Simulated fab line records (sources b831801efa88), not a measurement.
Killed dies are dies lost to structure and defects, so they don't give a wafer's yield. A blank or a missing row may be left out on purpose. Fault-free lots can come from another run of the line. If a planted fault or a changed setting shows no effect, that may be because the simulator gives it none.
fab line records -- flow sky130
record: lots: 13, wafers: 39, last_day: 50
route steps=708 shown FIELD_ISO@5 VT_ADJUST_LVTN@105 PAD_OPEN@708
lots that met no fault: from a run of the same line without faults
start_h: start of the lot's first displayed wafer, in hours after the record's first day -- wait_h: hours from the lot's prior step to this one -- " same as the row above -- L1.1+2: several wafers, shown together as one row -- - no value present, or no start provided -- * or withheld: withheld -- < > ~ a bound
route shown NAME@n: names a module that has steps shown in the file, with the first one's number in the route -- usual: the fault-free wafers' mean and standard deviation -- same: alike in all rows -- chamber/n: place in a boat -- sites: per-site readings -- _std_site: how widely they spread, as a standard deviation -- _edge_site: inner sites' mean taken away from outer sites' mean -- radius_mm: how far each site lies from the wafer's centre -- mask NAME#n: copy n -- behind: tool/chamber where the wafer was last shaped -- hold: cause of the lot's hold/its duration in hours/its outcome -- device: whichever transistor did not switch (one of n, p or np) -- end of line: at the end of the route, the tests of the same wafers -- a step with no rows: only its recipe -- killed: dies lost to structure and defects at the first sort, not the wafer's yield -- map: dies across one wafer; x = killed, . = not, _ = none there
set.NAME: the setting the step ran with; set.NAME@STEP: the setting that earlier step ran with -- model.NAME: the simulator's own value behind a step, which no gauge read
steps of the route over a sample of lots; a table a step, a row a wafer
services: when a tool's chamber went out of use (start_h, in hours from the record's first day, below 0 if earlier), for how many hours, and the reason
== steps ==
step: SKY_FIELD_ISO_THK_MEAS_04
recipe: reads: Si3N4_of_FIELD_ISO_CVD_03
usual: FIELD_ISO_CVD_03_THK: 164.6/1.5
lot.wafer,tool,chamber,start_h,wait_h,FIELD_ISO_CVD_03_THK[nm]
L771.1,film_metro-01,-,13.67,0.0,162.8
L771.2,film_metro-01,-,13.67,0.0,164.9
L771.3,film_metro-01,-,13.67,0.0,165.4
L774.2,film_metro-02,-,32.25,0.0,165.0
L774.3,film_metro-02,-,32.25,0.0,166.3
L774.5,film_metro-02,-,32.25,0.0,165.0
L777.1,film_metro-04,-,49.68,0.0,164.6
L777.4,film_metro-04,-,49.68,0.0,163.9
L777.5,film_metro-04,-,49.68,0.0,165.2
L775.2,film_metro-02,-,49.69,0.0,163.2
L775.3,film_metro-02,-,49.69,0.0,162.1
L775.5,film_metro-02,-,49.69,0.0,162.7
L776.4,film_metro-01,-,49.71,0.0,166.9
L776.5,film_metro-01,-,49.71,0.0,166.2
L776.6,film_metro-01,-,49.71,0.0,166.6
L778.2,film_metro-04,-,54.06,0.0,164.3
L778.4,film_metro-04,-,54.06,0.0,165.7
L778.5,film_metro-04,-,54.06,0.0,163.4
L780.3,film_metro-02,-,59.45,0.0,164.2
L780.4,film_metro-02,-,59.45,0.0,164.9
L780.5,film_metro-02,-,59.45,0.0,166.2
L784.4,film_metro-04,-,79.39,0.0,163.7
L784.5,film_metro-04,-,79.39,0.0,163.5
L784.6,film_metro-04,-,79.39,0.0,163.5
L790.1,film_metro-04,-,108.81,0.0,165.1
L790.3,film_metro-04,-,108.81,0.0,163.2
L790.6,film_metro-04,-,108.81,0.0,164.9
L791.1,film_metro-02,-,114.37,0.0,163.5
L791.3,film_metro-02,-,114.37,0.0,162.6
L791.6,film_metro-02,-,114.37,0.0,162.5
L792.2,film_metro-04,-,122.48,0.0,163.7
L792.4,film_metro-04,-,122.48,0.0,163.4
L792.5,film_metro-04,-,122.48,0.0,162.6
L793.1,film_metro-02,-,124.25,0.0,161.1
L793.3,film_metro-02,-,124.25,0.0,162.7
L793.4,film_metro-02,-,124.25,0.0,162.2
L794.2,film_metro-02,-,131.26,0.0,164.2
L794.3,film_metro-02,-,131.26,0.0,164.5
L794.4,film_metro-02,-,131.26,0.0,164.0
step: SKY_FIELD_ISO_THK_MEAS_25
recipe: reads: SiO2_of_FIELD_ISO_CVD_24
usual: FIELD_ISO_CVD_24_THK: 594/6.9
lot.wafer,tool,chamber,start_h,wait_h,FIELD_ISO_CVD_24_THK[nm]
L771.1,film_metro-02,-,30.34,0.0,602
L771.2,film_metro-02,-,30.34,0.0,601
L771.3,film_metro-02,-,30.34,0.0,597
L774.2,film_metro-01,-,49.18,0.0,583
L774.3,film_metro-01,-,49.18,0.0,597
L774.5,film_metro-01,-,49.18,0.0,592
L775.2,film_metro-04,-,67.91,0.0,591
L775.3,film_metro-04,-,67.91,0.0,598
L775.5,film_metro-04,-,67.91,0.0,598
L777.1,film_metro-01,-,67.97,0.0,597
L777.4,film_metro-01,-,67.97,0.0,596
L777.5,film_metro-01,-,67.97,0.0,591
L776.4,film_metro-04,-,68.07,0.0,600
L776.5,film_metro-04,-,68.07,0.0,592
L776.6,film_metro-04,-,68.07,0.0,597
L778.2,film_metro-04,-,74.80,0.0,594
L778.4,film_metro-04,-,74.80,0.0,596
L778.5,film_metro-04,-,74.80,0.0,594
L780.3,film_metro-01,-,78.83,0.1,593
L780.4,film_metro-01,-,78.83,0.1,591
L780.5,film_metro-01,-,78.83,0.1,594
L784.4,film_metro-04,-,98.12,0.0,585
L784.5,film_metro-04,-,98.12,0.0,580
L784.6,film_metro-04,-,98.12,0.0,585
L790.1,film_metro-04,-,130.92,0.0,602
L790.3,film_metro-04,-,130.92,0.0,600
L790.6,film_metro-04,-,130.92,0.0,601
L791.1,film_metro-04,-,136.35,0.0,591
L791.3,film_metro-04,-,136.35,0.0,586
L791.6,film_metro-04,-,136.35,0.0,582
L792.2,film_metro-04,-,143.75,0.0,600
L792.4,film_metro-04,-,143.75,0.0,593
L792.5,film_metro-04,-,143.75,0.0,593
L793.1,film_metro-01,-,145.94,0.0,605
L793.3,film_metro-01,-,145.94,0.0,595
L793.4,film_metro-01,-,145.94,0.0,600
L794.2,film_metro-02,-,153.62,0.0,597
L794.3,film_metro-02,-,153.62,0.0,587
L794.4,film_metro-02,-,153.62,0.0,588
step: SKY_FIELD_ISO_CMP_27
recipe: stop_on: Si3N4, t_overpolish_s: 16, down_force_psi: 4, platen_rpm: 60, target_thk_nm: 457.8, pad_velocity_m_s: 0.94248
usual: motor_current_A: 11.5/1.1, overpolish_run_s: 16.000/0.0082, time_to_endpoint_s: 112/3.9
lot.wafer,tool,chamber,start_h,wait_h,motor_current_A,overpolish_run_s,time_to_endpoint_s
L771.1,cmp-02,2,33.22,0.0,10.0,16.003,112
L771.3,cmp-02,3,33.22,0.0,10.2,16.005,117
L771.2,cmp-02,0,33.22,0.0,12.9,16.004,116
L774.2,cmp-02,3,51.74,0.1,11.2,15.984,108
L774.3,cmp-02,0,51.74,0.1,13.2,15.995,117
L774.5,cmp-02,2,51.74,0.1,9.7,15.994,112
L775.2,cmp-02,1,69.46,0.0,12.2,16.005,116
L775.3,cmp-02,3,69.46,0.0,10.3,16.006,114
L775.5,cmp-02,2,69.46,0.0,9.8,16.004,110
L776.4,cmp-02,2,70.73,0.1,9.6,15.989,110
L776.5,cmp-02,1,70.73,0.1,12.0,15.999,116
L776.6,cmp-02,2,70.73,0.1,9.7,15.999,112
L777.1,cmp-01,2,70.77,0.1,10.0,16.004,110
L777.4,cmp-01,3,70.77,0.1,11.2,15.991,103
L777.5,cmp-01,1,70.77,0.1,12.3,15.988,107
L778.2,cmp-01,2,77.03,0.3,10.3,15.993,114
L778.4,cmp-01,0,77.03,0.3,13.0,15.993,110
L778.5,cmp-01,2,77.03,0.3,10.6,16.012,111
L780.3,cmp-02,0,80.42,0.1,12.8,15.990,115
L780.4,cmp-02,1,80.42,0.1,12.3,15.997,110
L780.5,cmp-02,0,80.42,0.1,12.6,15.994,116
L784.4,cmp-01,2,99.65,0.0,10.0,16.004,110
L784.6,cmp-01,2,99.65,0.0,10.2,16.007,114
L784.5,cmp-01,3,99.65,0.0,11.3,16.002,106
L790.3,cmp-01,2,133.17,0.1,10.4,15.996,113
L790.1,cmp-01,3,133.17,0.1,11.6,16.002,108
L790.6,cmp-01,2,133.17,0.1,10.6,15.995,117
L791.1,cmp-01,2,138.01,0.1,10.4,16.008,113
L791.3,cmp-01,3,138.01,0.1,12.1,15.988,105
L791.6,cmp-01,1,138.01,0.1,12.1,15.994,112
L792.4,cmp-02,3,145.40,0.1,11.2,15.997,112
L792.2,cmp-02,0,145.40,0.1,12.1,15.993,117
L792.5,cmp-02,2,145.40,0.1,9.9,16.003,109
L793.3,cmp-01,3,149.56,0.0,11.6,15.986,111
L793.1,cmp-01,0,149.56,0.0,12.8,16.000,118
L793.4,cmp-01,1,149.56,0.0,11.9,15.995,112
L794.3,cmp-01,2,155.22,0.1,10.5,16.005,113
L794.2,cmp-01,3,155.22,0.1,12.0,16.004,109
L794.4,cmp-01,0,155.22,0.1,12.9,16.009,112
step: SKY_VT_ADJUST_LVTN_IMPLANT_08
recipe: species: B, energy_kev: 30, dose_cm2: 1.57e+12, tilt_deg: withheld
lot.wafer,tool,chamber,start_h,wait_h
L771.1+2+3,implanter-04,0,136.84,0.0
L774.2+3+5,implanter-03,0,165.84,0.0
L775.2+3+5,implanter-03,0,189.39,0.0
L777.1+4+5,implanter-03,0,189.71,0.0
L776.4+5+6,implanter-04,0,192.16,0.1
L778.2+4+5,implanter-04,0,199.31,0.0
L780.3+4+5,implanter-04,0,203.14,0.1
L784.4+5+6,implanter-04,0,230.28,0.1
L790.1+3+6,implanter-03,0,270.39,0.0
L791.1+3+6,implanter-03,0,276.99,0.0
L792.2+4+5,implanter-03,0,289.08,0.0
L793.1+3+4,implanter-04,0,289.99,0.0
L794.2+3+4,implanter-04,0,297.03,0.0
step: SKY_VT_ADJUST_LVTN_TW_MEAS_10
usual: VT_ADJUST_LVTN_TW: 241.3/2.2
lot.wafer,tool,chamber,start_h,wait_h,VT_ADJUST_LVTN_TW
L771.1,film_metro-03,-,137.09,0.1,245.5
L771.2,film_metro-03,-,137.09,0.1,245.6
L771.3,film_metro-03,-,137.09,0.1,244.6
L774.2,film_metro-03,-,166.07,0.1,241.0
L774.3,film_metro-03,-,166.07,0.1,242.6
L774.5,film_metro-03,-,166.07,0.1,242.5
L775.2,film_metro-02,-,189.62,0.1,241.3
L775.3,film_metro-02,-,189.62,0.1,240.7
L775.5,film_metro-02,-,189.62,0.1,239.8
L777.1,film_metro-03,-,189.96,0.1,242.5
L777.4,film_metro-03,-,189.96,0.1,243.3
L777.5,film_metro-03,-,189.96,0.1,243.1
L776.4,film_metro-02,-,192.37,0.1,241.1
L776.5,film_metro-02,-,192.37,0.1,241.2
L776.6,film_metro-02,-,192.37,0.1,240.5
L778.2,film_metro-04,-,199.55,0.1,240.9
L778.4,film_metro-04,-,199.55,0.1,238.4
L778.5,film_metro-04,-,199.55,0.1,241.2
L780.3,film_metro-02,-,203.36,0.1,233.6
L780.4,film_metro-02,-,203.36,0.1,240.4
L780.5,film_metro-02,-,203.36,0.1,240.8
L784.4,film_metro-02,-,230.49,0.1,242.8
L784.5,film_metro-02,-,230.49,0.1,242.9
L784.6,film_metro-02,-,230.49,0.1,232.0
L790.1,film_metro-04,-,270.64,0.1,238.3
L790.3,film_metro-04,-,270.64,0.1,239.9
L790.6,film_metro-04,-,270.64,0.1,238.1
L791.1,film_metro-04,-,277.24,0.1,239.1
L791.3,film_metro-04,-,277.24,0.1,238.0
L791.6,film_metro-04,-,277.24,0.1,238.6
L792.2,film_metro-03,-,289.32,0.1,243.2
L792.4,film_metro-03,-,289.32,0.1,245.5
L792.5,film_metro-03,-,289.32,0.1,243.8
L793.1,film_metro-04,-,290.24,0.1,236.8
L793.3,film_metro-04,-,290.24,0.1,237.7
L793.4,film_metro-04,-,290.24,0.1,237.5
L794.2,film_metro-03,-,297.27,0.1,243.4
L794.3,film_metro-03,-,297.27,0.1,244.4
L794.4,film_metro-03,-,297.27,0.1,243.6
step: SKY_PAD_OPEN_PROBE_99
usual: killed_at_M0_to_M3: 43/6.6, killed_at_M4_up: 2.9/1.6, killed_at_contacts: 24/4.9, killed_at_front_end: 15/4.5, killed_at_other: 0.2/0.45, killed_dies: 86/8.8, killed_open: 48/6.4, killed_short: 38/5.6
same: gross_dies: 492, killed_at_back_side: 0
lot.wafer,tool,chamber,start_h,wait_h,killed_at_M0_to_M3,killed_at_M4_up,killed_at_contacts,killed_at_front_end,killed_at_other,killed_dies,killed_open,killed_short
L780.3,prober-01,-,1141.39,0.2,40,3,32,13,0,88,50,38
L780.4,prober-01,-,1141.44,0.2,42,0,18,12,0,72,36,36
L780.5,prober-01,-,1141.49,0.2,35,3,24,20,1,83,44,39
killed by level:class
L780.3 LI_CONTACT:geometric_particle:open=11 CONTACT:geometric_particle:open=10 VIA1:geometric_particle:open=9 FIELD_ISO:geometric_particle:open=8 VIA1:geometric_particle:short=6 VIA3:geometric_particle:short=4 LI_CONTACT:geometric_particle:short=4 METAL1:geometric_particle:short=4
L780.4 LI_CONTACT:geometric_particle:open=8 VIA1:geometric_particle:open=8 METAL1:geometric_particle:short=7 VIA3:geometric_particle:short=5 LI_CONTACT:geometric_particle:short=4 CONTACT:geometric_particle:open=4 VIA2:geometric_particle:open=4 VIA3:geometric_particle:open=4
L780.5 CONTACT:geometric_particle:open=13 VIA1:geometric_particle:open=12 FIELD_ISO:geometric_particle:short=7 VIA1:geometric_particle:short=5 METAL3:geometric_particle:short=5 FIELD_ISO:geometric_particle:open=4 LOCAL_INTERCONNECT:geometric_particle:short=4 CONTACT:geometric_particle:short=4
== services ==
tool,chamber,start_h,hours,kind
cmp-01,-,28.01,6.7,pm
cmp-01,-,64.00,4.0,pm
cmp-01,-,68.00,-,consumable_replace:conditioner
cmp-01,-,68.00,-,consumable_replace:pad
implanter-04,-,70.96,2.3,repair
cmp-02,-,75.62,4.4,pm
cmp-02,-,86.96,0.8,repair
cmp-01,-,96.23,0.6,repair
cmp-02,-,99.29,0.8,repair
implanter-03,-,122.66,2.0,repair
implanter-04,-,126.40,1.7,repair
implanter-04,-,162.19,4.1,pm
implanter-04,-,180.28,0.9,repair
cmp-02,-,188.82,0.3,repair
implanter-03,-,217.47,3.4,repair
cmp-01,-,227.13,1.1,repair
cmp-02,-,232.00,4.0,pm
cmp-02,-,236.00,-,consumable_replace:conditioner
cmp-02,-,236.00,-,consumable_replace:pad
implanter-04,-,246.48,5.3,repair
cmp-01,-,277.57,0.7,repair
implanter-03,-,285.94,2.9,repair
== key ==
first_sign: step: SKY_VT_ADJUST_LVTN_TW_MEAS_10, reading: VT_ADJUST_LVTN_TW, direction: down, sigmas: 4, usual: 241.3, struck: 232.8
effect none on later readings
met_at SKY_VT_ADJUST_LVTN_IMPLANT_08
struck_lots L780,L784
struck_wafers L780.3,L784.6
tester_left_out L780,L784
not_acting_at SKY_FIELD_ISO_THK_MEAS_04,SKY_FIELD_ISO_THK_MEAS_25,SKY_FIELD_ISO_CMP_27
onset_between 199.31 203.14
fault: kind: process_parameter_drift, tool: implanter-04, chamber: -, onset_h: 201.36, steps: SKY_VT_ADJUST_LVTN_IMPLANT_08, channel: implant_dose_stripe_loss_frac, offset: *, shape: step, end_h: 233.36, scope: struck_wafers_only
tester_left_out: of these lots the tester's yield and bins aren't shown, on N5 and GAA mostly nor the transistor test; their killed dies are dies lost to structure and defects alone, not to doping, threshold or leakage, so they don't give the yield
